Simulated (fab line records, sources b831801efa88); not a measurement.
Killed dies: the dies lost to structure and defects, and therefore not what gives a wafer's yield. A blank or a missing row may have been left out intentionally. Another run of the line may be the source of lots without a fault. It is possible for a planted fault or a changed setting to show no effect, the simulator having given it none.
fab line records + flow sky130 + part 2 of 2: steps 24 to 32 of 32
record
- lots=5
- wafers=15
- lastDay=49
route steps=708 shown NWELL@33 DNWELL@35 PWDE@45
lots that met no fault: taken from a fault-free run of the same line
startH: start of the lot's first displayed wafer, in hours after the record's first day + waitH: hours from the lot's prior step to this one + " identical to the entry in the row above + L1.1+2: one row covering several wafers at once + - no value, or no start was given + * or withheld: withheld + < > ~ a bound
route shown NAME@n: a module of which the file shows steps, and the number in the route of the first + usual: mean/standard deviation of fault-free wafers + same: alike in all rows + chamber/n: place in a boat + sites: the reading at each site + _std_site: standard deviation of those values + _edge_site: inner sites' mean taken away from outer sites' mean + radiusMm: for every site, how far away it sits from the centre of the wafer + mask NAME#n: copy n + behind: tool/chamber where the wafer was last shaped + hold: the reason the lot was held/the length of the hold in hours/how it ended + device: transistor that didn't switch, given as n, p or np + end of line: the same wafers' tests at the end of the route + a step without rows: its recipe alone + killed: at the first sort, the dies lost to defects and structure; wafer yield is something else + map: a wafer's dies, marking killed ones x, the rest . and places with no die _
set.NAME: the run value of the setting; set.NAME@STEP: its run value at that earlier step + model.NAME: the simulator's own value behind a step, which no gauge read
a table for each step, a row for each wafer; lots at some steps of the route
services: a tool's chamber out of use, with start hour (startH, from the record's first day; less than 0 if before it), hours out, and reason
## steps
# step SKY_NWELL_DEHYDRATE_03
# recipe
- tempC=200
- timeS=60
# usual
- exhaustPa=45.0/0.89
- plateTempC=200.02/0.17
| lot.wafer | tool          | chamber | startH | waitH | exhaustPa | plateTempC |
|-----------|---------------|---------|--------|-------|-----------|------------|
| L082.3    | lithoTrack-04 | 0       | 123.05 | 8.7   | 45.8      | 200.13     |
| L082.4    | "             | 0       | "      | "     | 45.6      | 200.20     |
| L082.5    | "             | 0       | "      | "     | 46.3      | 200.15     |
| L084.3    | lithoTrack-03 | 0       | 133.22 | 9.0   | 44.6      | 200.10     |
| L084.4    | "             | 0       | "      | "     | 43.8      | 200.18     |
| L084.5    | "             | 0       | "      | "     | 45.1      | 199.99     |
| L086.1    | lithoTrack-04 | 0       | 141.80 | 8.0   | 44.2      | 200.46     |
| L086.2    | "             | 0       | "      | "     | 43.8      | 200.17     |
| L086.6    | "             | 0       | "      | "     | 45.8      | 200.19     |
| L092.1    | lithoTrack-01 | 0       | 183.93 | 9.9   | 46.2      | 200.11     |
| L092.5    | "             | 0       | "      | "     | 46.2      | 200.08     |
| L092.6    | "             | 0       | "      | "     | 46.5      | 200.15     |
| L094.1    | lithoTrack-04 | 0       | 191.95 | 10.7  | 43.9      | 199.94     |
| L094.2    | "             | 0       | "      | "     | 42.7      | 199.83     |
| L094.3    | "             | 0       | "      | "     | 44.0      | 200.20     |
# step SKY_NWELL_HMDS_04
# recipe
- primeTimeS=60
- primeTempC=120
# usual
- exhaustPa=45.0/1.1
| lot.wafer | tool          | chamber | startH | waitH | exhaustPa |
|-----------|---------------|---------|--------|-------|-----------|
| L082.3    | lithoTrack-04 | 0       | 123.20 | 0.1   | 44.4      |
| L082.4    | "             | 0       | "      | "     | 45.2      |
| L082.5    | "             | 0       | "      | "     | 45.1      |
| L084.3    | lithoTrack-03 | 0       | 133.37 | 0.1   | 44.2      |
| L084.4    | "             | 0       | "      | "     | 45.1      |
| L084.5    | "             | 0       | "      | "     | 45.3      |
| L086.1    | lithoTrack-04 | 0       | 141.95 | 0.1   | 45.4      |
| L086.2    | "             | 0       | "      | "     | 43.8      |
| L086.6    | "             | 0       | "      | "     | 44.5      |
| L092.1    | lithoTrack-01 | 0       | 184.08 | 0.1   | 44.7      |
| L092.5    | "             | 0       | "      | "     | 46.7      |
| L092.6    | "             | 0       | "      | "     | 46.4      |
| L094.1    | lithoTrack-04 | 0       | 192.10 | 0.1   | 43.6      |
| L094.2    | "             | 0       | "      | "     | 42.6      |
| L094.3    | "             | 0       | "      | "     | 44.7      |
# step SKY_NWELL_COAT_05
# recipe
- spinRpm=2000
- resistThkNm=3000
# usual
- exhaustPa=45.1/0.88
| lot.wafer | tool          | chamber | startH | waitH | exhaustPa |
|-----------|---------------|---------|--------|-------|-----------|
| L082.3    | lithoTrack-04 | 0       | 123.35 | 0.1   | 45.1      |
| L082.4    | "             | 0       | "      | "     | 44.1      |
| L082.5    | "             | 0       | "      | "     | 45.2      |
| L084.3    | lithoTrack-03 | 0       | 133.52 | 0.1   | 45.2      |
| L084.4    | "             | 0       | "      | "     | 44.9      |
| L084.5    | "             | 0       | "      | "     | 45.3      |
| L086.1    | lithoTrack-04 | 0       | 142.10 | 0.1   | 45.4      |
| L086.2    | "             | 0       | "      | "     | 45.0      |
| L086.6    | "             | 0       | "      | "     | 45.5      |
| L092.1    | lithoTrack-01 | 0       | 184.23 | 0.1   | 46.8      |
| L092.5    | "             | 0       | "      | "     | 46.7      |
| L092.6    | "             | 0       | "      | "     | 45.9      |
| L094.1    | lithoTrack-04 | 0       | 192.25 | 0.1   | 45.9      |
| L094.2    | "             | 0       | "      | "     | 45.0      |
| L094.3    | "             | 0       | "      | "     | 45.6      |
# step SKY_NWELL_SOFTBAKE_06
# recipe
- tempC=110
- timeS=withheld
# usual
- exhaustPa=45.0/0.89
- plateTempC=109.98/0.13
| lot.wafer | tool          | chamber | startH | waitH | exhaustPa | plateTempC |
|-----------|---------------|---------|--------|-------|-----------|------------|
| L082.3    | lithoTrack-04 | 0       | 123.51 | 0.1   | 45.6      | 109.66     |
| L082.4    | "             | 0       | "      | "     | 45.5      | 110.11     |
| L082.5    | "             | 0       | "      | "     | 45.9      | 109.75     |
| L084.3    | lithoTrack-03 | 0       | 133.69 | 0.1   | 44.2      | 110.02     |
| L084.4    | "             | 0       | "      | "     | 46.0      | 110.01     |
| L084.5    | "             | 0       | "      | "     | 44.7      | 110.04     |
| L086.1    | lithoTrack-04 | 0       | 142.25 | 0.1   | 44.7      | 109.96     |
| L086.2    | "             | 0       | "      | "     | 46.2      | 110.06     |
| L086.6    | "             | 0       | "      | "     | 45.9      | 109.88     |
| L092.1    | lithoTrack-01 | 0       | 184.38 | 0.1   | 43.6      | 110.03     |
| L092.5    | "             | 0       | "      | "     | 44.5      | 110.05     |
| L092.6    | "             | 0       | "      | "     | 45.4      | 109.94     |
| L094.1    | lithoTrack-04 | 0       | 192.40 | 0.1   | 45.2      | 110.05     |
| L094.2    | "             | 0       | "      | "     | 44.3      | 109.90     |
| L094.3    | "             | 0       | "      | "     | 45.2      | 110.12     |
# step SKY_NWELL_EXPOSE_07
# recipe
- maskId=NWM
- na=0.6
- sourceShape=conventional
- sigmaOuter=0.6
- polarization=unpolarized
- targetCdNm=840
- doseMj=255
# usual
- reticleTempC=22.98/0.12
| lot.wafer | tool            | chamber | startH | waitH | mask  | reticleTempC |
|-----------|-----------------|---------|--------|-------|-------|--------------|
| L082.3    | ilineStepper-02 | 0       | -      | -     | NWM#0 | 23.13        |
| L082.4    | "               | 0       | "      | "     | NWM#0 | 23.10        |
| L082.5    | "               | 0       | "      | "     | NWM#0 | 23.09        |
| L084.3    | ilineStepper-01 | 0       | -      | -     | NWM#0 | 22.89        |
| L084.4    | "               | 0       | "      | "     | NWM#0 | 22.89        |
| L084.5    | "               | 0       | "      | "     | NWM#0 | 22.88        |
| L086.1    | ilineStepper-01 | 0       | -      | -     | NWM#0 | 22.97        |
| L086.2    | "               | 0       | "      | "     | NWM#0 | 22.88        |
| L086.6    | "               | 0       | "      | "     | NWM#0 | 23.04        |
| L092.1    | ilineStepper-01 | 0       | -      | -     | NWM#0 | 23.03        |
| L092.5    | "               | 0       | "      | "     | NWM#0 | 22.89        |
| L092.6    | "               | 0       | "      | "     | NWM#0 | 23.04        |
| L094.1    | ilineStepper-02 | 0       | -      | -     | NWM#0 | 22.93        |
| L094.2    | "               | 0       | "      | "     | NWM#0 | 23.10        |
| L094.3    | "               | 0       | "      | "     | NWM#0 | 22.95        |
# step SKY_NWELL_PEB_08
# recipe
- tempC=115
- timeS=withheld
# usual
- exhaustPa=44.8/0.75
- plateTempC=115.02/0.12
| lot.wafer | tool          | chamber | startH | waitH | exhaustPa | plateTempC |
|-----------|---------------|---------|--------|-------|-----------|------------|
| L082.3    | lithoTrack-04 | 0       | -      | -     | 44.6      | 115.10     |
| L082.4    | "             | 0       | "      | "     | 43.9      | 114.98     |
| L082.5    | "             | 0       | "      | "     | 44.9      | 115.23     |
| L084.3    | lithoTrack-04 | 0       | -      | -     | 46.3      | 115.04     |
| L084.4    | "             | 0       | "      | "     | 45.5      | 115.08     |
| L084.5    | "             | 0       | "      | "     | 45.5      | 115.15     |
| L086.1    | lithoTrack-04 | 0       | -      | -     | 44.0      | 115.18     |
| L086.2    | "             | 0       | "      | "     | 45.4      | 115.17     |
| L086.6    | "             | 0       | "      | "     | 43.7      | 115.04     |
| L092.1    | lithoTrack-04 | 0       | -      | -     | 44.6      | 114.90     |
| L092.5    | "             | 0       | "      | "     | 44.7      | 114.96     |
| L092.6    | "             | 0       | "      | "     | 45.1      | 114.94     |
| L094.1    | lithoTrack-01 | 0       | -      | -     | 44.3      | 115.07     |
| L094.2    | "             | 0       | "      | "     | 45.0      | 115.02     |
| L094.3    | "             | 0       | "      | "     | 44.2      | 115.29     |
# step SKY_NWELL_DEVELOP_09
# recipe
- wallAngleDeg=90
- developer=TMAH
- developTimeS=60
- devTempC=23
# usual
- exhaustPa=45.1/0.83
| lot.wafer | tool          | chamber | startH | waitH | exhaustPa |
|-----------|---------------|---------|--------|-------|-----------|
| L082.3    | lithoTrack-04 | 0       | -      | -     | 45.3      |
| L082.4    | "             | 0       | "      | "     | 43.6      |
| L082.5    | "             | 0       | "      | "     | 46.9      |
| L084.3    | lithoTrack-04 | 0       | -      | -     | 44.3      |
| L084.4    | "             | 0       | "      | "     | 44.5      |
| L084.5    | "             | 0       | "      | "     | 44.0      |
| L086.1    | lithoTrack-04 | 0       | -      | -     | 44.9      |
| L086.2    | "             | 0       | "      | "     | 44.3      |
| L086.6    | "             | 0       | "      | "     | 44.9      |
| L092.1    | lithoTrack-04 | 0       | -      | -     | 45.5      |
| L092.5    | "             | 0       | "      | "     | 45.5      |
| L092.6    | "             | 0       | "      | "     | 44.6      |
| L094.1    | lithoTrack-01 | 0       | -      | -     | 45.4      |
| L094.2    | "             | 0       | "      | "     | 44.4      |
| L094.3    | "             | 0       | "      | "     | 44.4      |
# step SKY_NWELL_OVL_MEAS_10
# usual
- NWELL_00_OVL=0.6/1.3
| lot.wafer | tool       | chamber | startH | waitH | NWELL_00_OVL[nm] |
|-----------|------------|---------|--------|-------|------------------|
| L082.3    | overlay-01 | -       | 133.11 | -     | -0.7             |
| L082.4    | "          | -       | "      | "     | -0.9             |
| L082.5    | "          | -       | "      | "     | 1.7              |
| L084.3    | overlay-02 | -       | 142.81 | -     | 0.5              |
| L084.4    | "          | -       | "      | "     | 0.1              |
| L084.5    | "          | -       | "      | "     | -0.2             |
| L086.1    | overlay-01 | -       | 152.80 | -     | -0.1             |
| L086.2    | "          | -       | "      | "     | 1.0              |
| L086.6    | "          | -       | "      | "     | -1.3             |
| L092.1    | overlay-02 | -       | 195.65 | -     | -1.2             |
| L092.5    | "          | -       | "      | "     | -1.6             |
| L092.6    | "          | -       | "      | "     | -1.3             |
| L094.1    | overlay-01 | -       | 202.33 | -     | 0.9              |
| L094.2    | "          | -       | "      | "     | 1.6              |
| L094.3    | "          | -       | "      | "     | 1.2              |
# step SKY_NWELL_IMPLANT_11
# recipe
- species=P
- energyKev=400
- doseCm2=1.9e+13
- tiltDeg=withheld
# usual
- beamOnS=9.99/0.19
- endStationPressureTorr=5.05e-06/2.8e-07
| lot.wafer | tool         | chamber | startH | waitH | beamOnS | endStationPressureTorr |
|-----------|--------------|---------|--------|-------|---------|------------------------|
| L082.3    | implanter-04 | 0       | 133.18 | 0.1   | 10.08   | 4.95e-06               |
| L082.4    | "            | 0       | "      | "     | 9.78    | 5.31e-06               |
| L082.5    | "            | 0       | "      | "     | 9.79    | 5.24e-06               |
| L084.3    | implanter-04 | 0       | 142.88 | 0.1   | 9.89    | 5.12e-06               |
| L084.4    | "            | 0       | "      | "     | 10.16   | 4.95e-06               |
| L084.5    | "            | 0       | "      | "     | 9.60    | 4.93e-06               |
| L086.1    | implanter-01 | 0       | 152.83 | 0.0   | 9.85    | 5.11e-06               |
| L086.2    | "            | 0       | "      | "     | 10.17   | 5.31e-06               |
| L086.6    | "            | 0       | "      | "     | 9.86    | 5.27e-06               |
| L092.1    | implanter-02 | 0       | 195.68 | 0.0   | 10.38   | 4.76e-06               |
| L092.5    | "            | 0       | "      | "     | 9.86    | 4.74e-06               |
| L092.6    | "            | 0       | "      | "     | 9.88    | 5.45e-06               |
| L094.1    | implanter-04 | 0       | 202.39 | 0.1   | 9.89    | 4.94e-06               |
| L094.2    | "            | 0       | "      | "     | 10.34   | 4.86e-06               |
| L094.3    | "            | 0       | "      | "     | 9.87    | 4.94e-06               |
## services
| tool            | chamber | startH | hours | kind        |
|-----------------|---------|--------|-------|-------------|
| furnace-01      | -       | 72.53  | 1.0   | pm          |
| ilineStepper-01 | -       | 85.87  | 9.4   | repair      |
| ilineStepper-02 | 0       | 87.89  | -     | calibration |
| ilineStepper-01 | 0       | 97.90  | -     | calibration |
| implanter-01    | -       | 98.79  | 1.8   | repair      |
| plasmaAsher-01  | -       | 103.98 | 0.7   | repair      |
| plasmaAsher-02  | -       | 108.75 | 9.0   | pm          |
| plasmaAsher-02  | 0       | 108.75 | 9.0   | ventCycle   |
| plasmaAsher-02  | 1       | 108.75 | 9.0   | ventCycle   |
| implanter-01    | -       | 112.23 | 2.4   | repair      |
| furnace-01      | -       | 114.50 | 5.3   | pm          |
| plasmaAsher-02  | 0       | 117.75 | -     | clean       |
| plasmaAsher-02  | 1       | 117.75 | -     | clean       |
| plasmaAsher-01  | -       | 126.29 | 1.1   | repair      |
| implanter-02    | -       | 132.97 | 3.4   | repair      |
| plasmaAsher-02  | -       | 149.69 | 2.3   | repair      |
| implanter-03    | -       | 150.42 | 1.3   | repair      |
| ilineStepper-02 | -       | 153.94 | 1.7   | pm          |
| furnace-01      | -       | 154.29 | 3.2   | pm          |
| implanter-01    | -       | 185.80 | 21.1  | pm          |
| implanter-03    | -       | 186.27 | 0.7   | repair      |
| implanter-02    | -       | 198.89 | 4.9   | pm          |
